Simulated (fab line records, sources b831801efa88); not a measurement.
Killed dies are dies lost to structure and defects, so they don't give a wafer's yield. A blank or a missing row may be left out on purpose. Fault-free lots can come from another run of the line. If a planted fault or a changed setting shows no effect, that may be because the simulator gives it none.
Shared-tool check -- flow sky130 -- Lots sampled 12, wafers sampled 36

REASON IT WAS OPENED
SKY_GATE_OXIDE_THK_MEAS_02, reading GATE_OXIDE_OXIDATION_00_THK: flagged on 2 of 12 lots. No-fault wafers: 10.25 nm, standard deviation 0.2.
Rule: a lot gets a flag if all its wafers with a number sit over 4 standard deviations from that mean, or if no wafer of it has a number. The other lots count as sound.

lot,measured,on,"GATE_OXIDE_OXIDATION_00_THK (nm), wafer by wafer",flag
L703,day 12 16:34,film-metro-02,10.39 10.41 10.30,
L705,day 13 15:04,film-metro-02,10.04 9.97 9.92,
L707,day 14 01:02,film-metro-03,10.31 10.27 10.18,
L709,day 14 23:14,film-metro-01,10.20 10.26 10.39,
L714,day 16 19:30,film-metro-02,6.99 7.10 7.07,FLAGGED
L716,day 17 09:18,film-metro-03,7.26 7.47 7.54,FLAGGED
L719,day 18 10:00,film-metro-02,10.01 10.05 10.06,
L720,day 18 18:05,film-metro-02,10.04 9.94 9.76,
L721,day 18 18:05,film-metro-03,10.14 10.23 10.15,
L724,day 19 23:21,film-metro-01,10.52 10.58 10.71,
L725,day 20 06:14,film-metro-02,10.22 10.17 10.14,
L726,day 21 15:20,film-metro-02,10.06 10.33 10.14,
The numbers of the flagged lots are 7.24 nm on average: -3.01 nm against the usual, or -15 standard deviations.

WHICH TOOL EACH LOT WENT THROUGH
The record keeps 1 process step preceding the reading, out of 708 steps on the route. Cell contents, in order: the tool; ch with the chambers the sampled wafers went through; the start.
lot,flag,SKY_GATE_OXIDE_OXIDATION_01
L703,,"furnace-01 ch 0, day 12 15:08"
L705,,"furnace-02 ch 0, day 13 13:38"
L707,,"furnace-02 ch 0, day 13 23:38"
L709,,"furnace-02 ch 0, day 14 21:49"
L714,FLAGGED,"furnace-02 ch 0, day 16 18:06"
L716,FLAGGED,"furnace-02 ch 0, day 17 07:53"
L719,,"furnace-01 ch 0, day 18 08:35"
L720,,"furnace-01 ch 0, day 18 16:40"
L721,,"furnace-01 ch 0, day 18 16:40"
L724,,"furnace-02 ch 0, day 19 21:55"
L725,,"furnace-02 ch 0, day 20 04:49"
L726,,"furnace-01 ch 0, day 21 13:56"
What is done by these steps:
- SKY_GATE_OXIDE_OXIDATION_01: stabilise 600 s, purge 300 s, target thk 10.268 nm.
- SKY_GATE_OXIDE_THK_MEAS_02

FLAGGED AGAINST TOTAL, ONE TOOL AT A TIME (gauges that did the reading follow at the end)
step,tool,lots run,flagged,share of the flagged lots,sound lots run after its first flagged lot
SKY_GATE_OXIDE_OXIDATION_01,furnace-01,5,0,none,-
SKY_GATE_OXIDE_OXIDATION_01,furnace-02,7,2,all,"2 (L724,L725)"
SKY_GATE_OXIDE_THK_MEAS_02,film-metro-01,2,0,none,-
SKY_GATE_OXIDE_THK_MEAS_02,film-metro-02,7,1,some,"4 (L719,L720,L725,L726)"
SKY_GATE_OXIDE_THK_MEAS_02,film-metro-03,3,1,some,1 (L721)

WHAT THE TABLE ALLOWS
1 row of the table ran every flagged lot: furnace-02 at SKY_GATE_OXIDE_OXIDATION_01.
- furnace-02 at SKY_GATE_OXIDE_OXIDATION_01: 2 of its 7 lots flagged. Sound lots ran on it after the first flagged one (L724, L725), which a lasting fault on the whole tool wouldn't allow. Its own readings lie more than 4 standard deviations out on every wafer of the flagged lots: spike-tc-bottom-C, spike-tc-centre-C, spike-tc-lower-C, spike-tc-top-C, spike-tc-upper-C, tube-center-temp-C, tube_center_temp_C_max.
None of the table's rows ran every flagged lot and, after the first, no sound lot.

WHAT WAS PUT IN BY THE SIMULATOR
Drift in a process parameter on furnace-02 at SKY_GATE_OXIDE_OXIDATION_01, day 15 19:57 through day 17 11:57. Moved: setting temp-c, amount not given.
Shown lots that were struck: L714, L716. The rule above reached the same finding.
